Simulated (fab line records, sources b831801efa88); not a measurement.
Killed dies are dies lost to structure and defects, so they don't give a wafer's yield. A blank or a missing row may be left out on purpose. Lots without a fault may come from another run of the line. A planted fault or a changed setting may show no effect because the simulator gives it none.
Which tool did it? | flow gf180mcu | 11 lots, 33 wafers sampled, at 3 steps of a route of 602

WHAT THE GAUGES READ, wafer by wafer
GF_V4_RS_MEAS_24: measures by four-point-probe.
lot  | measured     | on            | V4_W_RS (ohm/sq)
L759 | day 24 10:31 | film_metro-01 | 0.321 0.321 0.325
L760 | day 24 23:28 | film_metro-04 | 0.327 0.323 0.325
L761 | day 25 03:07 | film_metro-01 | 0.327 0.326 0.327
L764 | day 26 02:23 | film_metro-03 | 0.324 0.327 0.323
L766 | day 27 01:15 | film_metro-04 | 0.327 0.329 0.329
L767 | day 27 06:22 | film_metro-03 | 0.321 0.328 0.325
L771 | day 28 17:53 | film_metro-03 | 0.266 0.268 0.273
L773 | day 28 22:45 | film_metro-01 | 0.322 0.325 0.323
L774 | day 29 05:27 | film_metro-03 | 0.266 0.265 0.264
L781 | day 31 07:32 | film_metro-03 | 0.330 0.327 0.324
L782 | day 31 10:42 | film_metro-03 | 0.325 0.329 0.326

WHICH TOOL RAN EACH LOT (tool, then ch and the chambers of the sampled wafers, then the start)
lot  | GF_V4_CMP_04                  | GF_V4_CVD_23
L759 | cmp-02 ch 1,2,3, day 23 11:14 | cvd_w-01 ch 0, day 24 10:24
L760 | cmp-02 ch 0,1,2, day 24 00:34 | cvd_w-01 ch 0,1, day 24 23:20
L761 | cmp-01 ch 1,2, day 24 04:01   | cvd_w-01 ch 0,1, day 25 02:59
L764 | cmp-01 ch 1,3, day 25 03:57   | cvd_w-02 ch 0,1, day 26 02:16
L766 | cmp-01 ch 2,3, day 26 02:50   | cvd_w-02 ch 0,1, day 27 01:08
L767 | cmp-02 ch 1,2,3, day 26 07:58 | cvd_w-01 ch 0,1, day 27 06:15
L771 | cmp-01 ch 0,1, day 27 21:18   | cvd_w-01 ch 0,1, day 28 17:45
L773 | cmp-01 ch 1,2,3, day 28 01:13 | cvd_w-02 ch 0,1, day 28 22:38
L774 | cmp-01 ch 2,3, day 28 08:58   | cvd_w-01 ch 0,1, day 29 05:20
L781 | cmp-01 ch 2,3, day 30 12:55   | cvd_w-02 ch 0,1, day 31 07:26
L782 | cmp-02 ch 0,1,2, day 30 15:54 | cvd_w-02 ch 0,1, day 31 10:35
- GF_V4_CMP_04: polishes SiO2.
- GF_V4_CVD_23: deposits W, target thk 350 nm, time 104.9 s.

THE ANSWER, worked out from the rows above alone
Rule: what is usual is taken from the lots themselves. Put in order of their means at a reading, lots are off if they are a third of the lots or fewer, leave a main group of 4 or more, and stand apart from it by a gap of 3 or more times the standard deviation of the main group's means; of several such gaps the widest counts. A main group whose means are all the same, to the digits that the tables above print for the reading, isn't used. A lot without any number at a reading at which 4 lots or more have one is off too. The other lots that the step has rows for count as sound.
Off: L771, L774, at GF_V4_RS_MEAS_24 (V4_W_RS). The main group: mean 0.325 ohm/sq, standard deviation 0.0018.
A tool fits if, at a process step before that reading, it ran every lot that is off, and no sound lot after the first of them. The gauges at GF_V4_RS_MEAS_24 are tried like those tools. One fits: cvd_w-01 at GF_V4_CVD_23. Its last sound lot is L767 (day 27 06:15), its first lot that is off L771 (day 28 17:45): a fault that began between those two fits.

WHAT THE SIMULATOR HAD PUT IN
Process parameter drift: cvd_w-01, from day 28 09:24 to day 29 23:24, at GF_V4_CVD_23. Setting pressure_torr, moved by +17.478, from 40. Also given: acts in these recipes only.
Lots struck among those shown: L771, L774. The rule above found the same.
